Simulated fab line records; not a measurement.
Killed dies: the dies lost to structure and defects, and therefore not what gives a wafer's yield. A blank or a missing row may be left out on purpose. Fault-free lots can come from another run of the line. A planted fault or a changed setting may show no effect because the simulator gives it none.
One fault seen from 2 desks    flow sky130    each desk holds nothing but its own numbers, with what lay behind them at the end

AT THE TOOL OWNER'S DESK: pvd sputter-02
The tool's own readings at SKY_METAL1_SPUTTER_03 (material Ti, target thk 5 nm, time 3.3 s): means of the sampled wafers that have a number, for each lot that ran on this tool. The brackets show how far a lot's mean lies from the usual mean; more than 4 standard deviations puts the lot out of limits, marked OUT.
Columns: A = cathode dc power W at SKY_METAL1_SPUTTER_03, usual 3000.0 W; B = throttle valve pct at SKY_METAL1_SPUTTER_03, usual 30.0 %
lot   first seen here  A                         B
L720  day 33 20:58     3091.2 (+99 or more) OUT  30.5
L731  day 37 16:25     3000.3                    28.7
This desk's verdict: out of limits on L720, starting with L720 at day 33 20:58 (cathode dc power W at SKY_METAL1_SPUTTER_03). Within limits: L731.

FROM THE METROLOGY DESK
Means of the sampled wafers that have a number, per lot and without regard to the tool the lot ran on: this is what the gauges read. The brackets show how far a lot's mean lies from the usual mean; more than 4 standard deviations puts the lot out of limits, marked OUT.
Columns: A = CONTACT_W_RS at SKY_CONTACT_RS_MEAS_25, usual 0.338 ohm/sq; B = CONTACT_W_THK at SKY_CONTACT_THK_MEAS_26, usual 344 nm
lot   first seen here  A      B
L719  day 33 16:55     0.338  345
L720  day 33 20:28     0.343  341
L729  day 36 20:07     0.335  348
L731  day 37 15:52     0.339  345
L736  day 38 19:36     0.344  340
This desk found nothing out of limits on any of the 5 lots.

ALL TOGETHER
The tool owner's desk had the chance to raise an alarm at day 33 20:58 on L720.
At the metrology desk, nothing out of limits was observed.
The metrology desk has L720 on record, within its limits.
On pvd sputter-02, each named lot ran SKY_METAL1_SPUTTER_03.

WHAT THE SIMULATOR HAD INSERTED
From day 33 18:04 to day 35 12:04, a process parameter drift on pvd sputter-02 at SKY_METAL1_SPUTTER_03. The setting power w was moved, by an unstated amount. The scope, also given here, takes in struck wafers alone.
Struck lots among those shown: L720.
How many hours passed from the start of the fault until each desk's first out-of-limits reading: the tool owner's desk, 3.
